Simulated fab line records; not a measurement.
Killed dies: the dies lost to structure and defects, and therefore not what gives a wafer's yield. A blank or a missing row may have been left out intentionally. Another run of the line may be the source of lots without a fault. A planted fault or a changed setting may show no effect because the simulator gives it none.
fab line records ; flow sky130
record lots=15; wafers=45; last-day=50
route steps=708 shown PWDE@84 VT_ADJUST_HVTR@142 SONOS_ONO@170 GATE_OXIDE@201
lots with no fault: from the same line, run without faults
start-h: start of the lot's first displayed wafer, in hours after the record's first day ; wait-h: hours elapsed since this lot's preceding step ; " as in the row above ; L1.1+2: a single row standing in for several wafers ; - no value present, or no start provided ; * or withheld: withheld ; < > ~ a bound
route shown NAME@n: NAME is a module with steps in the file, n the number in the route of the first one ; usual: mean and standard deviation over wafers with no fault ; same: alike in all rows ; chamber/n: place in a boat ; sites: readings site by site ; _std_site: their standard deviation ; _edge_site: outer sites' mean less inner sites' ; radius-mm: how far each site lies from the wafer's centre ; mask NAME#n: copy n ; behind: tool/chamber where the wafer was last shaped ; hold: what put the lot on hold/how long, in hours/how the hold closed ; device: whichever transistor did not switch (one of n, p or np) ; end of line: tests of these same wafers at the route's end ; step lacking rows: just its recipe ; killed: not the wafer's yield, but the dies lost to structure and defects at the first sort ; map: shows each die of a wafer: x if killed, . if not, _ if none is there
set.NAME: the run value of the setting; set.NAME@STEP: its run value at that earlier step ; model.NAME: the simulator's own value behind a step, which no gauge read
steps of the route over a sample of lots; a table a step, a row a wafer
## steps
# step SKY_NWELL_RS_MEAS_31
# recipe thk-meas-gauge=four-point-probe
# usual PWDE_RS=5272/19
lot.wafer;tool;chamber;start-h;wait-h;PWDE_RS[ohm/sq]
L281.1;film-metro-01;-;101.68;0.1;5271
L281.4;film-metro-01;-;101.68;0.1;5287
L281.5;film-metro-01;-;101.68;0.1;5292
L282.4;film-metro-01;-;105.83;0.1;5279
L282.5;film-metro-01;-;105.83;0.1;5283
L282.6;film-metro-01;-;105.83;0.1;5261
L283.2;film-metro-04;-;115.50;0.1;5246
L283.4;film-metro-04;-;115.50;0.1;5261
L283.6;film-metro-04;-;115.50;0.1;5266
L285.1;film-metro-04;-;123.43;0.1;5278
L285.2;film-metro-04;-;123.43;0.1;5285
L285.6;film-metro-04;-;123.43;0.1;5266
L286.1;film-metro-03;-;133.10;0.1;5253
L286.3;film-metro-03;-;133.10;0.1;5241
L286.6;film-metro-03;-;133.10;0.1;5236
L287.1;film-metro-04;-;140.58;0.1;5252
L287.3;film-metro-04;-;140.58;0.1;5269
L287.4;film-metro-04;-;140.58;0.1;5263
L289.1;film-metro-01;-;151.91;0.1;5282
L289.2;film-metro-01;-;151.91;0.1;5285
L289.3;film-metro-01;-;151.91;0.1;5275
L290.1;film-metro-01;-;154.28;0.1;5255
L290.3;film-metro-01;-;154.28;0.1;5261
L290.6;film-metro-01;-;154.28;0.1;5256
L291.1;film-metro-03;-;161.75;0.1;5280
L291.3;film-metro-03;-;161.75;0.1;5271
L291.6;film-metro-03;-;161.75;0.1;5296
L292.1;film-metro-03;-;166.90;0.1;5290
L292.5;film-metro-03;-;166.90;0.1;5277
L292.6;film-metro-03;-;166.90;0.1;5295
L293.2;film-metro-03;-;169.53;0.1;5270
L293.3;film-metro-03;-;169.53;0.1;5264
L293.5;film-metro-03;-;169.53;0.1;5279
L300.2;film-metro-03;-;252.57;0.1;5287
L300.4;film-metro-03;-;252.57;0.1;5284
L300.6;film-metro-03;-;252.57;0.1;5278
L304.1;film-metro-01;-;252.90;0.1;5299
L304.5;film-metro-01;-;252.90;0.1;5300
L304.6;film-metro-01;-;252.90;0.1;5315
L301.2;film-metro-04;-;252.90;0.1;5268
L301.3;film-metro-04;-;252.90;0.1;5295
L301.4;film-metro-04;-;252.90;0.1;5290
L302.1;film-metro-04;-;255.62;0.1;5233
L302.3;film-metro-04;-;255.62;0.1;5246
L302.5;film-metro-04;-;255.62;0.1;5244
# step SKY_VT_ADJUST_HVTR_TW_MEAS_11
# usual VT_ADJUST_HVTR_TW=208.5/2.5
lot.wafer;tool;chamber;start-h;wait-h;VT_ADJUST_HVTR_TW
L281.1;film-metro-03;-;194.77;0.1;210.5
L281.4;film-metro-03;-;194.77;0.1;210.3
L281.5;film-metro-03;-;194.77;0.1;210.1
L282.4;film-metro-03;-;199.56;0.1;210.5
L282.5;film-metro-03;-;199.56;0.1;210.3
L282.6;film-metro-03;-;199.56;0.1;210.8
L283.2;film-metro-04;-;211.71;0.1;213.4
L283.4;film-metro-04;-;211.71;0.1;212.6
L283.6;film-metro-04;-;211.71;0.1;213.1
L285.1;film-metro-04;-;221.64;0.1;210.5
L285.2;film-metro-04;-;221.64;0.1;212.3
L285.6;film-metro-04;-;221.64;0.1;211.9
L286.1;film-metro-01;-;236.67;0.1;205.6
L286.3;film-metro-01;-;236.67;0.1;205.7
L286.6;film-metro-01;-;236.67;0.1;205.0
L287.1;film-metro-03;-;247.35;0.1;209.4
L287.3;film-metro-03;-;247.35;0.1;209.4
L287.4;film-metro-03;-;247.35;0.1;207.9
L289.1;film-metro-04;-;261.02;0.1;211.7
L289.2;film-metro-04;-;261.02;0.1;212.4
L289.3;film-metro-04;-;261.02;0.1;211.8
L290.1;film-metro-03;-;262.32;0.1;209.9
L290.3;film-metro-03;-;262.32;0.1;209.5
L290.6;film-metro-03;-;262.32;0.1;209.0
L291.1;film-metro-01;-;272.17;0.1;206.8
L291.3;film-metro-01;-;272.17;0.1;205.9
L291.6;film-metro-01;-;272.17;0.1;205.9
L292.1;film-metro-04;-;279.08;0.1;212.5
L292.5;film-metro-04;-;279.08;0.1;212.0
L292.6;film-metro-04;-;279.08;0.1;212.2
L293.2;film-metro-04;-;281.79;0.1;212.5
L293.3;film-metro-04;-;281.79;0.1;211.4
L293.5;film-metro-04;-;281.79;0.1;211.9
L300.2;film-metro-03;-;382.94;0.1;207.8
L300.4;film-metro-03;-;382.94;0.1;209.0
L300.6;film-metro-03;-;382.94;0.1;208.6
L301.2;film-metro-01;-;383.25;0.1;206.6
L301.3;film-metro-01;-;383.25;0.1;205.9
L301.4;film-metro-01;-;383.25;0.1;206.5
L304.1;film-metro-03;-;384.94;0.1;210.1
L304.5;film-metro-03;-;384.94;0.1;208.9
L304.6;film-metro-03;-;384.94;0.1;209.9
L302.1;film-metro-03;-;388.47;0.1;208.8
L302.3;film-metro-03;-;388.47;0.1;209.8
L302.5;film-metro-03;-;388.47;0.1;209.3
# step SKY_SONOS_ONO_CVD_02
# recipe material=Si3N4; precursor=DCS/NH3; target-thk-nm=10.5; temp-c=770; time-s=180; pressure-mtorr=250
# usual pressure-mtorr=250.0/0.49; spike-tc-bottom-C=787.2/3; spike-tc-top-C=780.4/1.2; zone-power-bottom-pct=21.0/0.45; zone-power-centre-pct=13.9/1.1
lot.wafer;tool;chamber;start-h;wait-h;pressure-mtorr;spike-tc-bottom-C;spike-tc-top-C;zone-power-bottom-pct;zone-power-centre-pct
L281.1;lpcvd-02;0;244.93;1.0;249.8;786.5;781.2;20.6;14.9
L281.4;lpcvd-02;0;244.93;1.0;250.2;785.2;780.2;21.1;14.3
L281.5;lpcvd-02;0;244.93;1.0;250.5;784.1;780.2;20.5;14.8
L282.4;lpcvd-02;0;249.13;1.6;248.9;785.4;780.9;21.0;14.4
L282.5;lpcvd-02;0;249.13;1.6;249.9;784.3;780.1;20.8;14.9
L282.6;lpcvd-02;0;249.13;1.6;249.4;784.1;781.8;20.9;14.6
L283.2;lpcvd-02;0;260.26;0.8;250.3;785.2;782.8;20.3;14.7
L283.4;lpcvd-02;0;260.26;0.8;249.6;785.7;781.6;20.5;14.9
L283.6;lpcvd-02;0;260.26;0.8;249.4;785.0;779.0;20.6;14.4
L285.1;lpcvd-02;0;271.78;1.6;249.2;786.0;779.8;20.6;14.6
L285.2;lpcvd-02;0;271.78;1.6;249.4;785.9;780.1;20.7;14.7
L285.6;lpcvd-02;0;271.78;1.6;250.2;785.4;781.4;20.6;14.9
L286.1;lpcvd-02;0;286.46;1.3;250.5;787.2;780.1;20.4;14.5
L286.3;lpcvd-02;0;286.46;1.3;249.9;785.3;781.4;20.8;15.1
L286.6;lpcvd-02;0;286.46;1.3;250.9;783.9;781.2;20.7;14.6
L287.1;lpcvd-02;1;298.60;1.1;250.4;791.3;779.7;21.6;12.3
L287.3;lpcvd-02;1;298.60;1.1;250.2;791.4;781.4;21.5;12.4
L287.4;lpcvd-02;1;298.60;1.1;249.5;791.4;778.1;21.6;12.5
L289.1;lpcvd-02;0;314.18;1.6;250.0;786.0;780.6;20.3;14.6
L289.2;lpcvd-02;0;314.18;1.6;249.4;786.2;779.3;20.5;14.8
L289.3;lpcvd-02;0;314.18;1.6;248.9;784.9;781.1;20.6;14.6
L290.1;lpcvd-02;0;315.23;0.5;249.8;787.1;780.6;21.1;14.8
L290.3;lpcvd-02;0;315.23;0.5;249.3;786.8;782.7;20.8;14.8
L290.6;lpcvd-02;0;315.23;0.5;249.8;784.5;781.0;20.7;14.7
L291.1;lpcvd-02;0;325.33;0.1;251.0;784.6;781.3;20.7;14.7
L291.3;lpcvd-02;0;325.33;0.1;250.5;786.4;781.6;20.7;14.6
L291.6;lpcvd-02;0;325.33;0.1;250.4;786.3;783.1;20.9;14.7
L292.1;lpcvd-02;0;336.41;1.3;250.7;784.2;778.9;20.8;14.6
L292.5;lpcvd-02;0;336.41;1.3;249.9;784.7;782.1;20.8;14.6
L292.6;lpcvd-02;0;336.41;1.3;249.7;785.2;781.4;20.7;14.8
L293.2;lpcvd-02;1;336.41;1.3;250.0;790.7;778.2;21.7;12.5
L293.3;lpcvd-02;1;336.41;1.3;250.2;790.0;779.5;21.4;12.2
L293.5;lpcvd-02;1;336.41;1.3;249.8;791.6;782.0;21.8;12.2
L300.2;lpcvd-02;0;445.56;0.0;-;-;-;-;-
L300.4;lpcvd-02;0;445.56;0.0;-;-;-;-;-
L300.6;lpcvd-02;0;445.56;0.0;-;-;-;-;-
L301.2;lpcvd-02;1;445.56;0.0;-;-;-;-;-
L301.3;lpcvd-02;1;445.56;0.0;-;-;-;-;-
L301.4;lpcvd-02;1;445.56;0.0;-;-;-;-;-
L304.1;lpcvd-02;0;448.44;0.1;248.9;783.5;783.1;20.5;14.7
L304.5;lpcvd-02;0;448.44;0.1;249.2;783.8;781.1;20.7;14.6
L304.6;lpcvd-02;0;448.44;0.1;248.9;783.9;782.1;20.8;14.6
L302.1;lpcvd-02;1;452.35;0.1;-;-;-;-;-
L302.3;lpcvd-02;1;452.35;0.1;-;-;-;-;-
L302.5;lpcvd-02;1;452.35;0.1;-;-;-;-;-
# step SKY_GATE_OXIDE_TW_MEAS_14
# usual GATE_OXIDE_TW=221.9/2.3
lot.wafer;tool;chamber;start-h;wait-h;GATE_OXIDE_TW
L281.1;film-metro-03;-;297.83;0.1;222.9
L281.4;film-metro-03;-;297.83;0.1;222.6
L281.5;film-metro-03;-;297.83;0.1;223.3
L282.4;film-metro-03;-;303.09;0.1;222.9
L282.5;film-metro-03;-;303.09;0.1;223.1
L282.6;film-metro-03;-;303.09;0.1;223.1
L283.2;film-metro-01;-;315.68;0.1;218.2
L283.4;film-metro-01;-;315.68;0.1;218.1
L283.6;film-metro-01;-;315.68;0.1;217.3
L285.1;film-metro-04;-;329.44;0.1;225.1
L285.2;film-metro-04;-;329.44;0.1;227.1
L285.6;film-metro-04;-;329.44;0.1;226.3
L286.1;film-metro-03;-;342.55;0.1;222.7
L286.3;film-metro-03;-;342.55;0.1;222.1
L286.6;film-metro-03;-;342.55;0.1;222.3
L287.1;film-metro-03;-;358.40;0.1;223.4
L287.3;film-metro-03;-;358.40;0.1;223.3
L287.4;film-metro-03;-;358.40;0.1;224.2
L289.1;film-metro-01;-;372.91;0.1;217.3
L289.2;film-metro-01;-;372.91;0.1;218.8
L289.3;film-metro-01;-;372.91;0.1;218.7
L290.1;film-metro-03;-;374.33;0.1;222.3
L290.3;film-metro-03;-;374.33;0.1;222.7
L290.6;film-metro-03;-;374.33;0.1;221.2
L291.1;film-metro-01;-;386.70;0.1;220.6
L291.3;film-metro-01;-;386.70;0.1;219.0
L291.6;film-metro-01;-;386.70;0.1;218.1
L293.2;film-metro-01;-;399.03;0.1;219.6
L293.3;film-metro-01;-;399.03;0.1;220.1
L293.5;film-metro-01;-;399.03;0.1;219.1
L292.1;film-metro-03;-;399.40;0.1;222.4
L292.5;film-metro-03;-;399.40;0.1;222.5
L292.6;film-metro-03;-;399.40;0.1;223.0
L304.1;film-metro-03;-;514.22;0.1;222.3
L304.5;film-metro-03;-;514.22;0.1;222.3
L304.6;film-metro-03;-;514.22;0.1;222.2
## key
first-sign step=SKY_SONOS_ONO_CVD_02; reading=tool-record; direction=missing
effect none on later readings
met-at SKY_SONOS_ONO_CVD_02
struck-lots L300,L301,L302
scrapped-behind SKY_SONOS_ONO_THK_MEAS_03 L300.2,L300.4,L300.6,L301.2,L301.3,L301.4,L302.1,L302.3,L302.5
not-acting-at SKY_NWELL_RS_MEAS_31,SKY_VT_ADJUST_HVTR_TW_MEAS_11,SKY_GATE_OXIDE_TW_MEAS_14
onset-between 336.41 445.56
fault kind=skipped-step-whole; tool=lpcvd-02; chamber=-; onset-h=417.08; steps=SKY_SONOS_ONO_CVD_02; scope=struck-lots-only
